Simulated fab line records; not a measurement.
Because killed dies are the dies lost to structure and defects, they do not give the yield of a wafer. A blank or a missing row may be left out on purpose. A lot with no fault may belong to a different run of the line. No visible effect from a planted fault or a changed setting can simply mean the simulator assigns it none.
Chamber matching    flow sky130    rieDiel-03 running SKY_SPACER_ETCHBACK_02: 4 sister chambers
The step etches Si3N4 in CH3F/O2, stops on SiO2, time 46.7 s, target depth 45 nm. 4 wafers are shown with their chamber, then 7 later ones without.

== WAFERS, EACH WITH ITS CHAMBER ==
wafer   chamber  drypumpMotorCurrentA (A)
L078.3  2        6.3
L086.6  1        5.6
L087.1  3        5.9
L087.5  0        5.6

== WAFERS WHOSE CHAMBER IS MISSING ==
wafer   drypumpMotorCurrentA (A)
L087.6  5.5
L091.1  5.9
L091.3  6.3
L091.6  5.5
L093.3  5.6
L093.4  5.6
L093.6  5.6

== WHICH CHAMBER EACH WENT THROUGH ==
wafer   from the rows above      in truth
L087.6  can't be placed: 0 or 1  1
L091.1  3                        3
L091.3  2                        2
L091.6  can't be placed: 0 or 1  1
L093.3  can't be placed: 0 or 1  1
L093.4  can't be placed: 0 or 1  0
L093.6  can't be placed: 0 or 1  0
Correctly placed: 2 of 7. Can't be placed from these rows: 5 (the true chamber is among the candidates in 5). Wrongly placed: 0.
How it was worked out, from the rows above alone: a wafer's distance from a chamber is the root of the sum, over the readings, of the square of ((its reading less the chamber's mean) divided by the reading's scatter). The wafer belongs to the nearest chamber; if the next one is less than 2 further off, it can't be placed. Each chamber's mean is taken over the wafers shown for it. The scatter: root of mean squared gap, hidden wafer to nearest shown wafer, with one shown wafer a chamber.
